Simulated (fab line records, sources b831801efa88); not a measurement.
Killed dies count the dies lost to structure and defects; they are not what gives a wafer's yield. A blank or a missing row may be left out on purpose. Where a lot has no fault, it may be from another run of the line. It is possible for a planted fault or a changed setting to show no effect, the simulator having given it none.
fab line records	flow sky130
record: lots: 12	wafers: 36	lastDay: 50
route steps=708 shown VT_ADJUST_HVTR@138 LDD_N@246 CONTACT@411
lots that met no fault: taken from a fault-free run of the same line
startH: hours from the record's opening day to when the first of the lot's shown wafers began	waitH: hours from the lot's prior step to this one	" as in the row above	L1.1+2: one row covering several wafers at once	- no value, or no start given	* or withheld: withheld	< > ~ a bound
route shown NAME@n: names a module that has steps shown in the file, with the first one's number in the route	usual: the fault-free wafers' mean and standard deviation	same: alike in all rows	chamber/n: place in a boat	sites: readings site by site	_std_site: how widely they spread, as a standard deviation	_edge_site: outer sites' mean less inner sites'	radiusMm: how far each site lies from the wafer's centre	mask NAME#n: copy n	behind: the last tool/chamber to shape the wafer	hold: the reason the lot was held/the length of the hold in hours/how it ended	device: the n, p or np transistor that did not switch	end of line: tests run on the same wafers once the route is complete	a step with no rows: only its recipe	killed: count of dies lost to structure and defects at first sort (not the wafer's yield)	map: dies across one wafer; x = killed, . = not, _ = none there
set.NAME: setting as actually run; set.NAME@STEP: the setting as run at that earlier step	model.NAME: the simulator's own value behind a step, which no gauge read
steps of the route over a sample of lots; a table a step, a row a wafer
services: when a tool's chamber went out of use (startH, in hours from the record's first day, below 0 if earlier), for how many hours, and the reason
== steps ==
step: SKY_VT_ADJUST_HVTR_CD_MEAS_07
recipe: targetCdNm: 380
usual: cdNm: 380.1/2.5
lot.wafer	tool	chamber	startH	waitH	cdNm
L225.1	cdSem-01	-	213.70	0.1	379.2
L225.5	"	-	"	"	382.3
L225.6	"	-	"	"	382.4
L226.1	cdSem-02	-	221.21	0.1	384.1
L226.2	"	-	"	"	384.6
L226.5	"	-	"	"	385.0
L229.2	cdSem-01	-	259.12	0.1	379.6
L229.3	"	-	"	"	379.2
L229.4	"	-	"	"	379.1
L231.1	cdSem-01	-	263.66	0.1	378.6
L231.2	"	-	"	"	378.7
L231.4	"	-	"	"	382.5
L232.2	cdSem-02	-	268.53	0.1	381.6
L232.4	"	-	"	"	382.5
L232.6	"	-	"	"	381.2
L233.4	cdSem-01	-	275.11	0.1	382.8
L233.5	"	-	"	"	382.5
L233.6	"	-	"	"	381.9
L234.2	cdSem-02	-	287.58	0.1	381.6
L234.3	"	-	"	"	382.1
L234.6	"	-	"	"	381.8
L242.1	cdSem-02	-	356.55	0.1	377.6
L242.4	"	-	"	"	379.0
L242.5	"	-	"	"	378.0
L243.3	cdSem-02	-	356.89	0.1	380.1
L243.4	"	-	"	"	382.1
L243.6	"	-	"	"	380.2
L244.1	cdSem-01	-	361.80	0.1	376.6
L244.2	"	-	"	"	377.9
L244.3	"	-	"	"	378.2
L245.2	cdSem-02	-	369.37	0.1	381.0
L245.3	"	-	"	"	379.0
L245.4	"	-	"	"	383.6
L246.2	cdSem-02	-	378.97	0.1	381.3
L246.5	"	-	"	"	380.8
L246.6	"	-	"	"	375.9
step: SKY_LDD_N_IMPLANT_09
recipe: species: As	energyKev: 20	doseCm2: 7.5e+13	tiltDeg: withheld	rotationDeg: 113
usual: beamOnS: 9.99/0.2	doseIonsCm2: 7.501e+13/7.4e+10	faradayCurrentUA: 423/8.3
lot.wafer	tool	chamber	startH	waitH	beamOnS	doseIonsCm2	faradayCurrentUA
L225.1	implanter-03	0	417.90	0.1	10.08	7.491e+13	420
L225.5	"	0	"	"	9.89	7.506e+13	428
L225.6	"	0	"	"	9.57	7.5e+13	439
L226.1	implanter-03	0	423.44	0.1	10.09	7.497e+13	419
L226.2	"	0	"	"	10.16	7.503e+13	414
L226.5	"	0	"	"	9.84	7.498e+13	429
L229.2	implanter-04	0	470.66	0.1	9.97	7.491e+13	423
L229.3	"	0	"	"	9.88	7.505e+13	427
L229.4	"	0	"	"	10.38	7.501e+13	409
L231.1	implanter-04	0	475.14	0.1	9.97	7.505e+13	425
L231.2	"	0	"	"	10.19	7.485e+13	416
L231.4	"	0	"	"	10.21	7.5e+13	416
L232.2	implanter-04	0	486.06	0.1	11.59	1.0645e+14	518
L232.4	"	0	"	"	11.29	1.0652e+14	529
L232.6	"	0	"	"	11.05	1.0647e+14	545
L234.2	implanter-04	0	523.66	0.1	11.39	1.0652e+14	527
L234.3	"	0	"	"	11.47	1.0647e+14	526
L234.6	"	0	"	"	11.19	1.066e+14	536
L233.4	implanter-03	0	524.07	0.1	10.29	7.494e+13	411
L233.5	"	0	"	"	10.03	7.5e+13	419
L233.6	"	0	"	"	9.61	7.507e+13	440
L242.1	implanter-04	0	581.49	0.1	9.95	7.504e+13	425
L242.4	"	0	"	"	9.99	7.497e+13	420
L242.5	"	0	"	"	10.09	7.494e+13	418
L243.3	implanter-04	0	586.18	0.1	10.12	7.498e+13	417
L243.4	"	0	"	"	10.00	7.502e+13	425
L243.6	"	0	"	"	9.69	7.503e+13	436
L244.1	implanter-03	0	590.44	0.1	9.91	7.513e+13	425
L244.2	"	0	"	"	10.20	7.504e+13	413
L244.3	"	0	"	"	10.12	7.517e+13	421
L245.2	implanter-03	0	596.61	0.1	10.33	7.499e+13	409
L245.3	"	0	"	"	9.58	7.502e+13	440
L245.4	"	0	"	"	9.84	7.497e+13	429
L246.2	implanter-04	0	601.77	0.1	9.49	7.493e+13	444
L246.5	"	0	"	"	10.03	7.512e+13	423
L246.6	"	0	"	"	10.27	7.508e+13	412
step: SKY_LDD_N_STRIP_16
recipe: chemistry: O2/N2	powerW: 1400	pressureMtorr: 1500	platenTempC: withheld	o2FlowSccm: 3000	n2FlowSccm: 300	overashFraction: 0.5
usual: drypumpMotorCurrentA: 5.8/0.65	oesProductAu: 0.406/0.0043	stripTimeToEndpointS: 4.309/0.015
lot.wafer	tool	chamber	startH	waitH	drypumpMotorCurrentA	oesProductAu	rfHoursCounterH	stripTimeToEndpointS
L225.1	plasmaAsher-03	1	418.95	0.1	6.0	0.410	74	4.321
L225.5	"	1	"	"	6.0	0.397	-	4.310
L225.6	"	0	"	"	6.1	0.405	-	4.325
L226.1	plasmaAsher-03	1	424.49	0.1	6.0	0.400	75	4.332
L226.2	"	0	"	"	6.1	0.404	75	4.341
L226.5	"	0	"	"	6.1	0.406	-	4.327
L229.2	plasmaAsher-04	0	471.69	0.1	6.8	0.403	4	4.309
L229.3	"	1	"	"	5.8	0.406	-	4.321
L229.4	"	0	"	"	6.8	0.409	-	4.303
L231.1	plasmaAsher-01	0	476.19	0.1	5.7	0.401	35	4.318
L231.2	"	1	"	"	4.8	0.413	35	4.319
L231.4	"	0	"	"	5.7	0.403	-	4.341
L232.2	plasmaAsher-04	1	487.09	0.1	5.8	0.412	5	4.389
L232.4	"	1	"	"	5.8	0.405	-	4.382
L232.6	"	0	"	"	6.8	0.400	-	4.382
L234.2	plasmaAsher-03	0	524.69	0.1	6.1	0.406	85	4.374
L234.3	"	1	"	"	6.0	0.409	-	4.382
L234.6	"	0	"	"	6.1	0.405	-	4.378
L233.4	plasmaAsher-01	1	525.08	0.1	4.8	0.408	-	4.313
L233.5	"	0	"	"	5.7	0.408	-	4.315
L233.6	"	1	"	"	4.8	0.406	-	4.320
L242.1	plasmaAsher-01	0	582.54	0.1	5.7	0.401	46	4.325
L242.4	"	1	"	"	4.8	0.414	-	4.341
L242.5	"	0	"	"	5.7	0.408	-	4.325
L243.3	plasmaAsher-04	1	587.22	0.1	5.8	0.408	-	4.294
L243.4	"	0	"	"	6.8	0.409	-	4.323
L243.6	"	1	"	"	5.8	0.410	-	4.312
L244.1	plasmaAsher-04	0	591.49	0.1	6.8	0.405	16	4.306
L244.2	"	1	"	"	5.8	0.404	16	4.272
L244.3	"	0	"	"	6.8	0.404	-	4.292
L245.2	plasmaAsher-04	0	597.64	0.1	6.8	0.404	17	4.315
L245.3	"	1	"	"	5.8	0.402	-	4.296
L245.4	"	0	"	"	6.8	0.409	-	4.300
L246.2	plasmaAsher-01	0	602.79	0.1	5.7	0.408	48	4.308
L246.5	"	0	"	"	5.8	0.408	-	4.319
L246.6	"	1	"	"	4.8	0.407	-	4.296
step: SKY_LDD_N_TW_MEAS_17
usual: LDD_N_TW: 2587/16
lot.wafer	tool	chamber	startH	waitH	LDD_N_TW
L225.1	filmMetro-04	-	419.05	0.1	2584
L225.5	"	-	"	"	2596
L225.6	"	-	"	"	2579
L226.1	filmMetro-02	-	424.62	0.1	2565
L226.2	"	-	"	"	2562
L226.5	"	-	"	"	2574
L229.2	filmMetro-02	-	471.80	0.1	2597
L229.3	"	-	"	"	2600
L229.4	"	-	"	"	2590
L231.1	filmMetro-04	-	476.29	0.1	2603
L231.2	"	-	"	"	2602
L231.4	"	-	"	"	2600
L232.2	filmMetro-03	-	487.20	0.1	2636
L232.4	"	-	"	"	2643
L232.6	"	-	"	"	2645
L234.2	filmMetro-02	-	524.80	0.1	2652
L234.3	"	-	"	"	2659
L234.6	"	-	"	"	2652
L233.4	filmMetro-02	-	525.17	0.1	2592
L233.5	"	-	"	"	2597
L233.6	"	-	"	"	2598
L242.1	filmMetro-03	-	582.64	0.1	2551
L242.4	"	-	"	"	2554
L242.5	"	-	"	"	2560
L243.3	filmMetro-03	-	587.30	0.1	2559
L243.4	"	-	"	"	2567
L243.6	"	-	"	"	2566
L244.1	filmMetro-04	-	591.59	0.1	2586
L244.2	"	-	"	"	2582
L244.3	"	-	"	"	2581
L245.2	filmMetro-03	-	597.75	0.1	2552
L245.3	"	-	"	"	2554
L245.4	"	-	"	"	2562
L246.2	filmMetro-02	-	602.90	0.1	2596
L246.5	"	-	"	"	2602
L246.6	"	-	"	"	2608
step: SKY_CONTACT_BOW_MEAS_05
recipe: mode: bow
usual: CONTACT_BOW: 81/6.8
lot.wafer	tool	chamber	startH	waitH	CONTACT_BOW[um]
L225.1	filmMetro-03	-	722.39	0.1	95
L225.5	"	-	"	"	72
L225.6	"	-	"	"	83
L226.1	filmMetro-03	-	723.33	0.2	80
L226.2	"	-	"	"	90
L226.5	"	-	"	"	66
L229.2	filmMetro-02	-	768.24	0.2	80
L229.3	"	-	"	"	87
L229.4	"	-	"	"	66
L231.1	filmMetro-03	-	771.94	0.2	78
L231.2	"	-	"	"	82
L231.4	"	-	"	"	74
L232.2	filmMetro-03	-	781.13	0.2	82
L232.4	"	-	"	"	75
L232.6	"	-	"	"	76
L234.2	filmMetro-02	-	814.29	0.2	85
L234.3	"	-	"	"	86
L234.6	"	-	"	"	89
L233.4	filmMetro-03	-	816.92	0.2	84
L233.5	"	-	"	"	82
L233.6	"	-	"	"	92
L242.1	filmMetro-03	-	867.29	0.1	79
L242.4	"	-	"	"	71
L242.5	"	-	"	"	71
L243.3	filmMetro-02	-	869.33	0.3	82
L243.4	"	-	"	"	83
L243.6	"	-	"	"	88
L244.1	filmMetro-02	-	873.40	0.1	90
L244.2	"	-	"	"	85
L244.3	"	-	"	"	77
L245.2	filmMetro-02	-	881.40	0.2	98
L245.3	"	-	"	"	73
L245.4	"	-	"	"	74
L246.2	filmMetro-02	-	883.69	0.1	85
L246.5	"	-	"	"	81
L246.6	"	-	"	"	92
step: SKY_CONTACT_OVL_MEAS_15
usual: CONTACT_OVL: -4/4.4
lot.wafer	tool	chamber	startH	waitH	CONTACT_OVL[nm]
L225.1	overlay-01	-	749.32	0.1	-14
L225.5	"	-	"	"	-7
L225.6	"	-	"	"	-11
L226.1	overlay-01	-	751.22	0.1	-7
L226.2	"	-	"	"	-7
L226.5	"	-	"	"	-4
L229.2	overlay-02	-	795.38	0.1	-1
L229.3	"	-	"	"	-2
L229.4	"	-	"	"	-6
L231.1	overlay-01	-	798.37	0.1	-10
L231.2	"	-	"	"	-4
L231.4	"	-	"	"	-4
L232.2	overlay-01	-	808.43	0.1	-6
L232.4	"	-	"	"	-6
L232.6	"	-	"	"	-8
L234.2	overlay-01	-	840.83	0.1	-5
L234.3	"	-	"	"	-11
L234.6	"	-	"	"	-8
L233.4	overlay-02	-	843.40	0.1	-4
L233.5	"	-	"	"	-2
L233.6	"	-	"	"	-5
L242.1	overlay-02	-	893.07	0.1	-17
L242.4	"	-	"	"	-18
L242.5	"	-	"	"	-14
L243.3	overlay-01	-	895.18	0.1	1
L243.4	"	-	"	"	0
L243.6	"	-	"	"	-6
L244.1	overlay-01	-	899.68	0.1	-7
L244.2	"	-	"	"	-3
L244.3	"	-	"	"	-8
L245.2	overlay-02	-	906.44	0.1	0
L245.3	"	-	"	"	1
L245.4	"	-	"	"	-3
L246.2	overlay-02	-	908.73	0.1	-7
L246.5	"	-	"	"	-10
L246.6	"	-	"	"	-8
== services ==
tool	chamber	startH	hours	kind
plasmaAsher-04	-	399.44	9.5	pm
implanter-04	-	399.49	2.7	repair
implanter-03	-	406.04	3.6	pm
implanter-04	-	413.85	6.4	repair
plasmaAsher-04	-	421.25	9.0	pm
plasmaAsher-04	0	421.25	9.0	ventCycle
plasmaAsher-04	1	421.25	9.0	ventCycle
plasmaAsher-04	-	425.74	2.7	repair
plasmaAsher-04	0	430.25	-	clean
plasmaAsher-04	1	430.25	-	clean
implanter-03	-	488.34	6.5	pm
implanter-04	-	552.04	3.9	repair
implanter-03	-	571.60	5.9	repair
plasmaAsher-01	-	596.70	0.6	repair
plasmaAsher-03	-	600.70	3.1	repair
== key ==
firstSign: step: SKY_LDD_N_IMPLANT_09	reading: doseIonsCm2	direction: up	sigmas: 99+	usual: *	struck: *
effect: step: SKY_LDD_N_IMPLANT_09	reading: faradayCurrentUA	direction: up	sigmas: 13	usual: 423	struck: 530
effect: step: SKY_LDD_N_STRIP_16	reading: stripTimeToEndpointS	direction: up	sigmas: 5	usual: *	struck: *
effect: step: SKY_LDD_N_TW_MEAS_17	reading: LDD_N_TW	direction: up	sigmas: 3.7	usual: 2587	struck: 2648
metAt SKY_LDD_N_IMPLANT_09
struckLots L232,L234
testerLeftOut L232,L234
notActingAt SKY_VT_ADJUST_HVTR_CD_MEAS_07,SKY_CONTACT_BOW_MEAS_05,SKY_CONTACT_OVL_MEAS_15
onsetBetween 475.14 486.06
fault: kind: processParameterDrift	tool: implanter-04	chamber: -	onsetH: 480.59	steps: SKY_LDD_N_IMPLANT_09	channel: doseCm2	offset: *	shape: step	endH: 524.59	actsIn: *	stated: *
testerLeftOut: of these lots the tester's yield and bins aren't shown, on N5 and GAA mostly nor the transistor test; their killed dies are dies lost to structure and defects alone, not to doping, threshold or leakage, so they don't give the yield
